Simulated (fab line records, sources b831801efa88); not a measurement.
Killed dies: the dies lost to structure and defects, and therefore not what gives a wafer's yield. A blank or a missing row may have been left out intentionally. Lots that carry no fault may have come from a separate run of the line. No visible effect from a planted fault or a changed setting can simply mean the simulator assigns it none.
Shared-tool check + flow gf180mcu + Sample size 13 lots and 45 wafers

WHY IT WAS OPENED
GF_VT_IMPLANT_TW_MEAS_43, reading VT_IMPLANT_4_TW: flagged on 2 of 13 lots. Wafers without a fault read 692, standard deviation 11.
Rule: a lot is flagged in two cases, either no wafer of it has a number, or all its wafers with numbers fall more than 4 standard deviations from that mean. All remaining lots are regarded as sound.

| lot  | measured     | on            | VT_IMPLANT_4_TW, wafer by wafer | flag    |
|------|--------------|---------------|---------------------------------|---------|
| L282 | day 7 10:35  | film-metro-04 | 694 694 697                     |         |
| L283 | day 7 16:53  | film-metro-03 | 685 689 685                     |         |
| L286 | day 8 20:45  | film-metro-01 | 674 672 674                     |         |
| L287 | day 9 01:05  | film-metro-04 | 703 707 701                     |         |
| L288 | day 9 07:27  | film-metro-04 | 700 705 705                     |         |
| L291 | day 10 02:29 | film-metro-03 | 689 688 687                     |         |
| L292 | day 10 06:23 | film-metro-04 | 701 698 698                     |         |
| L293 | day 10 16:38 | film-metro-04 | 870 865 864 875 870 868         | FLAGGED |
| L296 | day 11 09:35 | film-metro-04 | 700 700 699                     |         |
| L302 | day 13 07:53 | film-metro-01 | 841 839 844 841 844 843         | FLAGGED |
| L303 | day 13 11:11 | film-metro-04 | 696 695 698                     |         |
| L304 | day 13 16:20 | film-metro-01 | 674 671 671                     |         |
| L305 | day 13 23:29 | film-metro-01 | 671 677 678                     |         |
On average the flagged lots' numbers are 855, which is +163 against the usual, or +15 standard deviations.

WHICH TOOL RAN EACH LOT
3 process steps preceding the reading are held in the record, out of 602 steps in the route. Cell contents, in order: the tool; ch with the chambers the sampled wafers went through; the start.
| lot  | flag    | GF_MVPSD_STRIP_10                    | GF_VT_IMPLANT_STRIP_20               | GF_VT_IMPLANT_IMPLANT_41        |
|------|---------|--------------------------------------|--------------------------------------|---------------------------------|
| L282 |         | plasma-asher-01 ch 0,1, day 4 23:13  | plasma-asher-01 ch 0,1, day 6 03:55  | implanter-03 ch 0, day 7 10:21  |
| L283 |         | plasma-asher-03 ch 0,1, day 5 05:26  | plasma-asher-01 ch 0, day 6 10:07    | implanter-03 ch 0, day 7 16:38  |
| L286 |         | plasma-asher-01 ch 0,1, day 6 04:34  | plasma-asher-02 ch 0,1, day 7 12:15  | implanter-04 ch 0, day 8 20:31  |
| L287 |         | plasma-asher-01 ch 0,1, day 6 09:08  | plasma-asher-04 ch 0,1, day 7 15:55  | implanter-03 ch 0, day 9 00:52  |
| L288 |         | plasma-asher-04 ch 1, day 6 13:52    | plasma-asher-04 ch 0,1, day 7 21:37  | implanter-03 ch 0, day 9 07:13  |
| L291 |         | plasma-asher-04 ch 0,1, day 7 07:20  | plasma-asher-02 ch 0,1, day 8 16:07  | implanter-02 ch 0, day 10 02:14 |
| L292 |         | plasma-asher-03 ch 0,1, day 7 10:59  | plasma-asher-01 ch 1, day 8 19:38    | implanter-02 ch 0, day 10 06:08 |
| L293 | FLAGGED | plasma-asher-03 ch 0,1, day 7 20:20  | plasma-asher-01 ch 0,1, day 9 05:52  | implanter-04 ch 0, day 10 16:01 |
| L296 |         | plasma-asher-04 ch 0,1, day 8 10:09  | plasma-asher-01 ch 0,1, day 9 21:10  | implanter-03 ch 0, day 11 09:20 |
| L302 | FLAGGED | plasma-asher-04 ch 0,1, day 10 02:24 | plasma-asher-02 ch 0,1, day 11 15:53 | implanter-03 ch 0, day 13 07:19 |
| L303 |         | plasma-asher-04 ch 0,1, day 10 07:05 | plasma-asher-02 ch 0,1, day 11 19:28 | implanter-03 ch 0, day 13 10:56 |
| L304 |         | plasma-asher-04 ch 0,1, day 10 11:15 | plasma-asher-04 ch 0,1, day 12 00:35 | implanter-03 ch 0, day 13 16:05 |
| L305 |         | plasma-asher-01 ch 0,1, day 10 17:35 | plasma-asher-01 ch 0,1, day 12 07:31 | implanter-03 ch 0, day 13 23:14 |
These steps, and what they do:
- GF_MVPSD_STRIP_10: strips in O2/N2.
- GF_VT_IMPLANT_STRIP_20: strips in O2/N2.
- GF_VT_IMPLANT_IMPLANT_41
- GF_VT_IMPLANT_TW_MEAS_43

FLAGGED OVER TOTAL, TOOL BY TOOL (the gauges that took the reading come last)
| step                     | tool            | lots run | flagged | share of the flagged lots | sound lots run after its first flagged lot |
|--------------------------|-----------------|----------|---------|---------------------------|--------------------------------------------|
| GF_MVPSD_STRIP_10        | plasma-asher-01 | 4        | 0       | none                      | -                                          |
| GF_MVPSD_STRIP_10        | plasma-asher-03 | 3        | 1       | some                      | 0                                          |
| GF_MVPSD_STRIP_10        | plasma-asher-04 | 6        | 1       | some                      | 2 (L303,L304)                              |
| GF_VT_IMPLANT_STRIP_20   | plasma-asher-01 | 6        | 1       | some                      | 2 (L296,L305)                              |
| GF_VT_IMPLANT_STRIP_20   | plasma-asher-02 | 4        | 1       | some                      | 1 (L303)                                   |
| GF_VT_IMPLANT_STRIP_20   | plasma-asher-04 | 3        | 0       | none                      | -                                          |
| GF_VT_IMPLANT_IMPLANT_41 | implanter-02    | 2        | 0       | none                      | -                                          |
| GF_VT_IMPLANT_IMPLANT_41 | implanter-03    | 9        | 1       | some                      | 3 (L303,L304,L305)                         |
| GF_VT_IMPLANT_IMPLANT_41 | implanter-04    | 2        | 1       | some                      | 0                                          |
| GF_VT_IMPLANT_TW_MEAS_43 | film-metro-01   | 4        | 1       | some                      | 2 (L304,L305)                              |
| GF_VT_IMPLANT_TW_MEAS_43 | film-metro-03   | 2        | 0       | none                      | -                                          |
| GF_VT_IMPLANT_TW_MEAS_43 | film-metro-04   | 7        | 1       | some                      | 2 (L296,L303)                              |

WHAT IS ALLOWED BY THE TABLE
No row of the table ran every flagged lot.

WHAT WAS PUT IN BY THE SIMULATOR
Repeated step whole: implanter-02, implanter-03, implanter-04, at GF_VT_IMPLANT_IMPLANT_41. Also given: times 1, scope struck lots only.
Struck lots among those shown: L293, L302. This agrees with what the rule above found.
